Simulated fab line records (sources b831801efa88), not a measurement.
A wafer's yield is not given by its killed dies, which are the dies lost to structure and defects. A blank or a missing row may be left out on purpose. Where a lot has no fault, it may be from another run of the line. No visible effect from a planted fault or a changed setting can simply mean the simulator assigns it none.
Chamber matching / flow sky130 / SKY_FIELD_ISO_ETCH_15 on rie-diel-03 has 4 sister chambers
The step etches the open film in CHF3/O2, stops on Si, target depth 180 nm, time 72 s. 14 wafers are shown with their chamber, then 7 later ones without.

WAFERS, EACH WITH ITS CHAMBER
wafer=L403.3; chamber=1; drypump-motor-current-A (A)=5.9; run-length-s (s)=100.0; oes-product-au (a.u.)=0.957
wafer=L403.4; chamber=1; drypump-motor-current-A (A)=5.9; run-length-s (s)=100.1; oes-product-au (a.u.)=0.951
wafer=L403.6; chamber=0; drypump-motor-current-A (A)=5.6; run-length-s (s)=99.8; oes-product-au (a.u.)=0.947
wafer=L414.3; chamber=3; drypump-motor-current-A (A)=5.5; run-length-s (s)=100.0; oes-product-au (a.u.)=0.941
wafer=L414.4; chamber=2; drypump-motor-current-A (A)=6.4; run-length-s (s)=100.8; oes-product-au (a.u.)=0.951
wafer=L414.6; chamber=3; drypump-motor-current-A (A)=5.5; run-length-s (s)=99.8; oes-product-au (a.u.)=0.950
wafer=L415.1; chamber=1; drypump-motor-current-A (A)=5.9; run-length-s (s)=99.7; oes-product-au (a.u.)=0.958
wafer=L415.4; chamber=0; drypump-motor-current-A (A)=5.6; run-length-s (s)=100.3; oes-product-au (a.u.)=0.946
wafer=L415.6; chamber=0; drypump-motor-current-A (A)=5.6; run-length-s (s)=100.1; oes-product-au (a.u.)=0.950
wafer=L418.3; chamber=3; drypump-motor-current-A (A)=5.5; run-length-s (s)=100.0; oes-product-au (a.u.)=0.942
wafer=L418.4; chamber=2; drypump-motor-current-A (A)=6.3; run-length-s (s)=100.4; oes-product-au (a.u.)=0.962
wafer=L418.6; chamber=2; drypump-motor-current-A (A)=6.3; run-length-s (s)=100.1; oes-product-au (a.u.)=0.952
wafer=L420.2; chamber=3; drypump-motor-current-A (A)=5.5; run-length-s (s)=99.9; oes-product-au (a.u.)=0.962
wafer=L420.5; chamber=3; drypump-motor-current-A (A)=5.5; run-length-s (s)=100.3; oes-product-au (a.u.)=0.941

SIGNATURES (averages over the wafers above)
reading=drypump-motor-current-A; chamber 0=5.600; chamber 1=5.900; chamber 2=6.333; chamber 3=5.500; scatter within a chamber=0.0258
reading=run-length-s; chamber 0=100.067; chamber 1=99.933; chamber 2=100.433; chamber 3=100.000; scatter within a chamber=0.245
reading=oes-product-au; chamber 0=0.94767; chamber 1=0.95533; chamber 2=0.95500; chamber 3=0.94720; scatter within a chamber=0.00665
Rule: for a wafer and a chamber, the distance is found by dividing, reading by reading, the gap between the wafer's reading and the chamber's mean by the reading's scatter, squaring, summing and taking the root. The wafer belongs to the nearest chamber; if the next one is less than 2 further off, it can't be placed. The scatter is the square root of a quotient: the sum, over the shown wafers, of each reading's squared deviation from its chamber's mean, divided by wafers minus chambers.

WAFERS WITHOUT THEIR CHAMBER
wafer=L420.6; drypump-motor-current-A (A)=5.6; run-length-s (s)=99.7; oes-product-au (a.u.)=0.946
wafer=L423.2; drypump-motor-current-A (A)=5.9; run-length-s (s)=100.5; oes-product-au (a.u.)=0.947
wafer=L423.5; drypump-motor-current-A (A)=5.9; run-length-s (s)=99.7; oes-product-au (a.u.)=0.948
wafer=L423.6; drypump-motor-current-A (A)=5.6; run-length-s (s)=99.7; oes-product-au (a.u.)=0.946
wafer=L424.3; drypump-motor-current-A (A)=5.6; run-length-s (s)=99.9; oes-product-au (a.u.)=0.946
wafer=L424.5; drypump-motor-current-A (A)=6.3; run-length-s (s)=100.5; oes-product-au (a.u.)=0.952
wafer=L424.6; drypump-motor-current-A (A)=5.9; run-length-s (s)=100.0; oes-product-au (a.u.)=0.949

CHAMBER TAKEN BY EACH
wafer=L420.6; from the rows above=0; in truth=0
wafer=L423.2; from the rows above=1; in truth=1
wafer=L423.5; from the rows above=1; in truth=1
wafer=L423.6; from the rows above=0; in truth=0
wafer=L424.3; from the rows above=0; in truth=0
wafer=L424.5; from the rows above=2; in truth=2
wafer=L424.6; from the rows above=1; in truth=1
Correctly placed: 7 of 7. Can't be placed from these rows: 0. Number placed wrongly: 0.
